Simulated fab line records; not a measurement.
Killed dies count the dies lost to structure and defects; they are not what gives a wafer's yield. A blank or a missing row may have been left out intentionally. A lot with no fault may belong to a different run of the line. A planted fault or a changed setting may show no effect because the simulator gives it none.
Struck lot and sound lot, side by side    flow sky130    37 steps out of a route of 708
Sound: the wafers L286.1, L286.2, L286.6. Wafers L299.1, L299.4, L299.5 were the ones struck. The cause is given at the end.
Order at every step that has rows: each side's tool, ch and its chambers, its first start. Under that, the readings that differ: sound wafers    struck wafers    difference of the means    sigmas: that difference in standard deviations of wafers without a fault.
alike: readings whose means differ by less than 2 such deviations, and words and numbers that are the same on both sides. not compared: withheld readings, readings that some wafer has no value for, bounds like >300 that may hide the same value, and numbers for which the record gives no deviation and whose values overlap.
A row with sigmas, a row that says differs or no value, or rows on one side alone: a step with any of these is where the two part. Non-overlapping numbers with no deviation appear without sigmas and do not part them. A reading that every wafer of one side lacks parts them only if that side has two wafers or more.

first, 10 steps without rows for these wafers: SKY_LDD_LDN_SOFTBAKE_03 (time 60 s); SKY_LDD_LDN_EXPOSE_04 (exposes mask LDNTM, target cd 700 nm); SKY_LDD_LDN_PEB_05; SKY_LDD_LDN_DEVELOP_06 (develop time 60 s); SKY_LDD_LDN_IMPLANT_08; SKY_LDD_LDN_IMPLANT_09; SKY_LDD_LDN_IMPLANT_10; SKY_LDD_LDN_IMPLANT_11; SKY_LDD_LDN_STRIP_12 (strips in O2/N2); SKY_LDD_LDN_CLEAN_14 (cleans in SC1/SC2, time 150 s).
SKY_SPACER_CVD_00: deposits Si3N4 from DCS/NH3, target thk 43.1 nm, time 740 s.
  sound on lpcvd-02 ch 0, day 22 17:28; struck on lpcvd-02 ch 1, day 27 18:50
reading                                   sound              struck             difference  sigmas
spike_tc_centre_C (C)                     769.2 772.4 771.7  785.2 784.8 786.4  +14.4       +15
zone_power_lower_pct (%)                  13.2 13.2 13.1     10.5 10.5 10.7     -2.6        -8
zone_power_upper_pct (%)                  13.2 13.1 13.0     10.2 10.3 10.2     -2.9        -5
model.Si3N4_of_SPACER_CVD_00.thk_nm (nm)  43.01 42.9 43.08   48.08 49.22 48.39  +5.57       
  alike: spike_tc_top_C, susceptor_temp_C, zone_power_centre_pct
SKY_SPACER_THK_MEAS_01:
  struck on film_metro-01, day 27 20:16; sound on film_metro-01, day 22 18:40
reading                 sound           struck          difference  sigmas
SPACER_CVD_00_THK (nm)  43.0 42.9 43.1  48.1 49.2 48.4  +5.6        +14
  not compared: hold
SKY_SPACER_ETCHBACK_02: etches Si3N4 in CH3F/O2, stops on SiO2, time 46.7 s, target depth 45 nm.
  sound on rie_diel-02 ch 0,1,2, day 22 18:44; struck on rie_diel-01 ch 1,2, day 27 22:30
reading                   sound              struck                                                                      difference                    sigmas
hold                      - - -              await_dispo/2.2h/release await_dispo/2.2h/release await_dispo/2.2h/release  no value on the sound wafers  
oes_product_au (a.u.)     0.861 0.860 0.857  0.907 0.921 0.920                                                           +0.057                        +9
model.etch.depth_nm (nm)  43.01 42.9 43.08   48.08 49.22 48.39                                                           +5.57                         
  alike: drypump_motor_current_A, throttle_valve_pct
  not compared: rf_hours_counter_h
then, 22 steps without rows for these wafers: SKY_POLY_CUT_DEHYDRATE_00 (time 60 s); SKY_POLY_CUT_HMDS_01 (prime time 60 s); SKY_POLY_CUT_COAT_02 (resist thk 60 nm); SKY_POLY_CUT_COAT_03 (resist thk 450 nm); SKY_POLY_CUT_SOFTBAKE_04 (time 90 s); SKY_POLY_CUT_EXPOSE_05 (exposes mask NPCM, target cd 270 nm); SKY_POLY_CUT_PEB_06; SKY_POLY_CUT_DEVELOP_07 (develop time 60 s); SKY_POLY_CUT_ETCH_10 (etches BARC in N2/H2, stops on SiO2, time 45.9 s, target depth 60 nm); SKY_POLY_CUT_ETCH_11 (etches Si3N4 in CF4/CH2F2/Ar, stops on poly-Si, time 42.5 s, target depth 60 nm); SKY_POLY_CUT_STRIP_12 (strips in O2/N2); SKY_SD_P_DEHYDRATE_00 (time 60 s); SKY_SD_P_HMDS_01 (prime time 60 s); SKY_SD_P_COAT_02 (resist thk 1140 nm); SKY_SD_P_SOFTBAKE_03 (time 60 s); SKY_SD_P_EXPOSE_04 (exposes mask PSDM, target cd 380 nm); SKY_SD_P_PEB_05; SKY_SD_P_DEVELOP_06 (develop time 60 s); SKY_SD_P_IMPLANT_09; SKY_SD_P_STRIP_10 (strips in O2/N2); SKY_RES_XHIGH_DEHYDRATE_00 (time 60 s); SKY_RES_XHIGH_HMDS_01 (prime time 60 s).
-- the record jumps here: 5 days lie between the struck wafers' starts before and after (it left off in module RES_XHIGH and takes up again in module SALICIDE, whose first step shown is number 361 of the route) --
SKY_SALICIDE_CLEAN_00: cleans in HF-last, time 30 s.
  sound on wet_bench-01 ch 0, day 27 18:13; struck on wet_bench-02 ch 1, day 32 12:37
reading                                   sound              struck            difference  sigmas
model.Si3N4_of_SPACER_CVD_00.thk_nm (nm)  42.03 41.93 42.11  47.11 48.24 47.4  +5.56       
-- the record jumps here: 17 days lie between the struck wafers' starts before and after (it left off in module SALICIDE and takes up again in module PAD_OPEN, whose first step shown is number 708 of the route) --
SKY_PAD_OPEN_PROBE_99:
  struck on prober-01, day 49 02:20; sound on prober-02, day 45 13:09
reading                                  sound                 struck                difference  sigmas
model.etest.pfet_01v8.r_on_ohm_um        2910 2909 2915        3067 3053 3015        +134        
model.etest.sonos_uncharged.r_on_ohm_um  815.3 810.4 814.9     839 846.2 858.4       +34         
model.etest.pfet_01v8.drive_ua_um        191.1 191.6 192.5     181.7 182 184         -9.2        
model.etest.pfet_01v8_hvt.drive_ua_um    142.8 142.8 143.7     133.8 132.8 137.4     -8.4        
model.etest.pfet_01v8_mvt.drive_ua_um    151 152 151.9         144.8 146 148.8       -5.1        
model.etest.pfet_01v8.off_log10_a_um     -9.409 -9.753 -9.565  -10.63 -10.51 -10.49  -0.97       
  alike: killed_at_M0_to_M3, killed_at_M4_up, killed_at_contacts, killed_at_front_end, killed_at_other, killed_dies, killed_open, killed_short
  not compared: model.etest.sram_pfet_latch.drive_ua_um, model.etest.ring_1v8.delay_ps

## WHERE THEY PART
Earliest at SKY_SPACER_CVD_00; latest, in this record, at SKY_SPACER_ETCHBACK_02. Later steps at which nothing parts them and some readings are alike: SKY_PAD_OPEN_PROBE_99.

WHY: what had been put in by the simulator
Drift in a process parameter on lpcvd-02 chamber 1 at SKY_SPACER_CVD_00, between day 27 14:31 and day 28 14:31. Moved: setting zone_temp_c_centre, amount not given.
